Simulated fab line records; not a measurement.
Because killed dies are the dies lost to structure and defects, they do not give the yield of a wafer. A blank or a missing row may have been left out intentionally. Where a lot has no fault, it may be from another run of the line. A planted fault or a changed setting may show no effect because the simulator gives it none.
Problem report, 8D (eight disciplines) form, completed by code    flow sky130    the parts of the form that need people (team, actions taken, sign-off) are left out

## 1. PROBLEM STATEMENT
Across 9 wafers from 3 lots, VT_ADJUST_LVTN_2_TW at SKY_VT_ADJUST_LVTN_TW_MEAS_21 averages 209.5, while fault-free wafers read 187.7 with a standard deviation of 1. Relative to the usual mean, that is a shift of +22 standard deviations.
First seen on wafer L236.2, day 10 01:26, on filmMetro-02. Wafers with a number at this step in the record: 36, from 12 lots. Rule for "out", or "out of limits": more than 4 standard deviations from the usual mean. Any other wafer with a number is counted as sound.

## 2. WHAT IT IS, AND WHAT IT ISN'T
question                     is                          is not
which readings at this step  VT_ADJUST_LVTN_2_TW         -
which lots                   L236, L239, L241            L227, L228, L229, L231, L243, L244, L247, L249, L250
which wafers of those lots   all that have a number      -
read on which gauges         filmMetro-02, filmMetro-04  filmMetro-03
when                         from day 10 01:26           up to then (12 sound wafers); but 15 sound wafers of L243, L244, L247, L249, L250 came after

## 3. THE SUSPECTS, EACH WITH WHAT RULES IT OUT
Counting: a tool stays on the suspect list if, at a process step up to the reading, it processed all lots that are out and no sound lot following the first of them.
- the gauge at SKY_VT_ADJUST_LVTN_TW_MEAS_21 has been ruled out. The wafers that are out were read on 2 gauges (filmMetro-02, filmMetro-04).
- implanter-04 at SKY_VT_ADJUST_LVTN_IMPLANT_19: kept. It processed each lot that is out, first L236 at day 10 01:12, and no sound lot thereafter; up to then, the last sound lot it processed was L231 at day 8 14:55. Its own readings are out on those wafers: doseIonsCm2, faradayCurrentUA.
The count leaves implanter-04 at SKY_VT_ADJUST_LVTN_IMPLANT_19.

## 4. THE CAUSE (what the simulator had put in)
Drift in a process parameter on implanter-04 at SKY_VT_ADJUST_LVTN_IMPLANT_19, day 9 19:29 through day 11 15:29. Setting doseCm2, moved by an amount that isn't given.
Only this tool survived the counting.

## 5. THE CHAIN OF EFFECTS, in route order
Each row: a reading whose mean over the struck wafers that have a number lies more than 3 standard deviations from the usual. Only readings whose record carries a usual standard deviation are examined. hours: median over the lots of the time between each lot's start at the first step of this table that gives one and its start at this step. sigmas: the change, counted in usual standard deviations.
hours  step                           reading              usual    on struck wafers  change    sigmas
0      SKY_VT_ADJUST_LVTN_IMPLANT_19  doseIonsCm2          6.5e+11  9.6e+11           +3.1e+11  +99 or more
0      SKY_VT_ADJUST_LVTN_IMPLANT_19  faradayCurrentUA     3.67     5.44              +1.77     +22
0      SKY_VT_ADJUST_LVTN_TW_MEAS_21  VT_ADJUST_LVTN_2_TW  187.7    209.5             +21.8     +22
Its process steps:
- SKY_VT_ADJUST_LVTN_IMPLANT_19

## 6. WHAT WOULD HAVE CAUGHT IT SOONER
In this record the first reading out of limits at a measuring or inspecting step was taken at day 10 01:26, 6 hours after the fault began at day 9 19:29.
At SKY_VT_ADJUST_LVTN_IMPLANT_19, the tool's own readings (doseIonsCm2, faradayCurrentUA) were out on each struck wafer the step has a row for, so an alarm limit on them would have fired on the first such wafer.
L239, L241, from the lots that are out (3), started SKY_VT_ADJUST_LVTN_IMPLANT_19 on implanter-04 later than day 10 01:26. A hold on the tool at that time would have spared those 2.
